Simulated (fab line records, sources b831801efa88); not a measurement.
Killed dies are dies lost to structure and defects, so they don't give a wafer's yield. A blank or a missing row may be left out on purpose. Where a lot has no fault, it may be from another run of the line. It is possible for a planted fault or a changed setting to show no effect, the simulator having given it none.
Comparing a struck lot with a sound one	flow sky130	43 out of 708 route steps
Sound: these wafers, L180.2, L180.3, L180.6. Wafers struck: L184.2, L184.3, L184.5. The cause comes at the end.
Order at every step that has rows: each side's tool, ch and its chambers, its first start. Under that, the readings that differ: sound wafers	struck wafers	difference of the means	sigmas: that difference in standard deviations of wafers without a fault.
alike: same words and numbers on both sides, and readings whose means sit less than 2 such deviations apart. not compared: any withheld reading, any reading some wafer has no value for, any bound like >300 that may hide the same value, and any number with overlapping values for which the record gives no deviation.
A row with sigmas, a row that says differs or no value, or rows on one side alone: a step with any of these is where the two part. When numbers do not overlap yet have no deviation, they are printed without sigmas and do not part them. A reading that every wafer of one side lacks parts them only if that side has two wafers or more.

first, 8 steps without rows for these wafers: SKY_FIELD_ISO_DEHYDRATE_05 (time 60 s); SKY_FIELD_ISO_HMDS_06 (prime time 60 s); SKY_FIELD_ISO_COAT_07 (resist thk 60 nm); SKY_FIELD_ISO_COAT_08 (resist thk 450 nm); SKY_FIELD_ISO_SOFTBAKE_09 (time 90 s); SKY_FIELD_ISO_EXPOSE_10 (exposes mask FOM, target cd 150 nm); SKY_FIELD_ISO_PEB_11; SKY_FIELD_ISO_DEVELOP_12 (develop time 60 s).
SKY_FIELD_ISO_CD_MEAS_13 targets a cd of 150 nm.
  sound: cd_sem-02 at day 3 19:17; struck: cd_sem-01 at day 4 12:27
  alike: cd_nm
SKY_FIELD_ISO_ETCH_14: etches BARC in N2/H2, stops on SiO2, time 45.9 s, target depth 60 nm.
  sound on rie_diel-02 ch 1,3, day 3 19:23; struck on rie_diel-02 ch 2,3, day 4 12:33
  alike: drypump_motor_current_A, oes_product_au, throttle_valve_pct
  not compared: rf_hours_counter_h
SKY_FIELD_ISO_ETCH_15: etches the open film in CHF3/O2, stops on Si, target depth 180 nm, time 72 s.
  sound on rie_diel-02 ch 1,3, day 3 19:26; struck on rie_diel-02 ch 2,3, day 4 12:35
  alike: drypump_motor_current_A, oes_product_au, throttle_valve_pct
  not compared: rf_hours_counter_h
SKY_FIELD_ISO_STRIP_16: strips in O2/N2.
  sound on plasma_asher-02 ch 0, day 3 19:29; struck on plasma_asher-01 ch 1, day 4 12:39
  alike: drypump_motor_current_A, o2_flow_sccm, oes_product_au, strip_time_to_endpoint_s
  not compared: rf_hours_counter_h
SKY_FIELD_ISO_ETCH_17: etches Si in HBr/Cl2/O2, target depth 342 nm, time 97.7 s.
  sound on rie_si-02 ch 0,1,2, day 3 19:35; struck on rie_si-02 ch 0,2,3, day 4 12:45
  alike: drypump_motor_current_A, oes_product_au, throttle_valve_pct
  not compared: rf_hours_counter_h
then, 5 steps without rows for these wafers: SKY_FIELD_ISO_WET_ETCH_18 (etches Si3N4 in H3PO4, target depth 25 nm, time 286 s); SKY_FIELD_ISO_CLEAN_19 (cleans in SC1/SC2, time 150 s); SKY_FIELD_ISO_CLEAN_20 (cleans in dHF, time 20 s); SKY_FIELD_ISO_WET_ETCH_21 (etches SiO2 in dHF, target depth 20 nm, time 400 s); SKY_FIELD_ISO_OXIDATION_22 (stabilise 600 s, purge 300 s, target thk 10 nm).
SKY_FIELD_ISO_THK_MEAS_23:
  sound: film_metro-02 at day 3 21:08; struck: film_metro-02 at day 4 14:34
  alike: FIELD_ISO_OXIDATION_01_THK
then, 1 step without rows for these wafers: SKY_FIELD_ISO_CVD_24 (deposits SiO2, target thk 595 nm, time 99.2 s).
SKY_FIELD_ISO_THK_MEAS_25:
  sound: film_metro-04 at day 3 21:16; struck: film_metro-04 at day 4 14:42
  alike: FIELD_ISO_CVD_24_THK
then, 1 step without rows for these wafers: SKY_FIELD_ISO_ANNEAL_26 (time 1800 s).
SKY_FIELD_ISO_CMP_27: polishes, stops on Si3N4, t overpolish 16 s, target thk 457.8 nm.
  sound on cmp-02 ch 0,2, day 3 22:52; struck on cmp-01 ch 0,1,2, day 4 16:21
  alike: motor_current_A, overpolish_run_s, platen_rpm, time_to_endpoint_s
then, 5 steps without rows for these wafers: SKY_FIELD_ISO_WET_ETCH_28 (etches SiO2 in dHF, target depth 23.7 nm, time 47 s); SKY_FIELD_ISO_WET_ETCH_29 (etches Si3N4 in H3PO4, target depth 160 nm, time 1825 s); SKY_FIELD_ISO_WET_ETCH_30 (etches SiO2 in dHF, target depth 25 nm, time 50 s); SKY_NWELL_CLEAN_00 (cleans in SC1/SC2, time 150 s); SKY_NWELL_OXIDATION_01 (stabilise 600 s, purge 300 s, target thk 10 nm).
SKY_NWELL_THK_MEAS_02:
  sound: film_metro-03 at day 4 02:14; struck: film_metro-03 at day 4 18:34
  alike: NWELL_OXIDATION_THK
then, 8 steps without rows for these wafers: SKY_DNWELL_DEHYDRATE_00 (time 60 s); SKY_DNWELL_HMDS_01 (prime time 60 s); SKY_DNWELL_COAT_02 (resist thk 3000 nm); SKY_DNWELL_SOFTBAKE_03; SKY_DNWELL_EXPOSE_04 (exposes mask DNM, target cd 3000 nm); SKY_DNWELL_PEB_05; SKY_DNWELL_DEVELOP_06 (develop time 60 s); SKY_DNWELL_IMPLANT_07.
SKY_DNWELL_STRIP_08: strips in O2/N2.
  sound on plasma_asher-03 ch 0,1, day 4 18:34; struck on plasma_asher-04 ch 0,1, day 5 12:52
  alike: drypump_motor_current_A, o2_flow_sccm, oes_product_au, strip_time_to_endpoint_s
  not compared: rf_hours_counter_h
SKY_DNWELL_TW_MEAS_09:
  sound: film_metro-04 at day 4 18:41; struck: film_metro-03 at day 5 12:59
  alike: DNWELL_TW
then, 3 steps without rows for these wafers: SKY_PWDE_DEHYDRATE_00 (time 60 s); SKY_PWDE_HMDS_01 (prime time 60 s); SKY_PWDE_COAT_02 (resist thk 3000 nm).
-- the record jumps here: 42 days lie between the struck wafers' starts before and after (it left off in module PWDE and takes up again in module PAD_OPEN, whose first step shown is number 708 of the route) --
SKY_PAD_OPEN_PROBE_99:
  sound: prober-02 at day 47 19:15; struck: prober-02 at day 47 23:12
reading	sound	struck	difference	sigmas
killed_at_front_end	11 19 18	62 58 42	+38	+9
killed_dies	86 81 97	136 115 84	+24	+3
  alike: killed_at_M0_to_M3, killed_at_M4_up, killed_at_contacts, killed_at_other, killed_on_rim, killed_open, killed_short

WHERE THEY PART
Only at SKY_PAD_OPEN_PROBE_99, within this record.

WHY: whatever the simulator had introduced
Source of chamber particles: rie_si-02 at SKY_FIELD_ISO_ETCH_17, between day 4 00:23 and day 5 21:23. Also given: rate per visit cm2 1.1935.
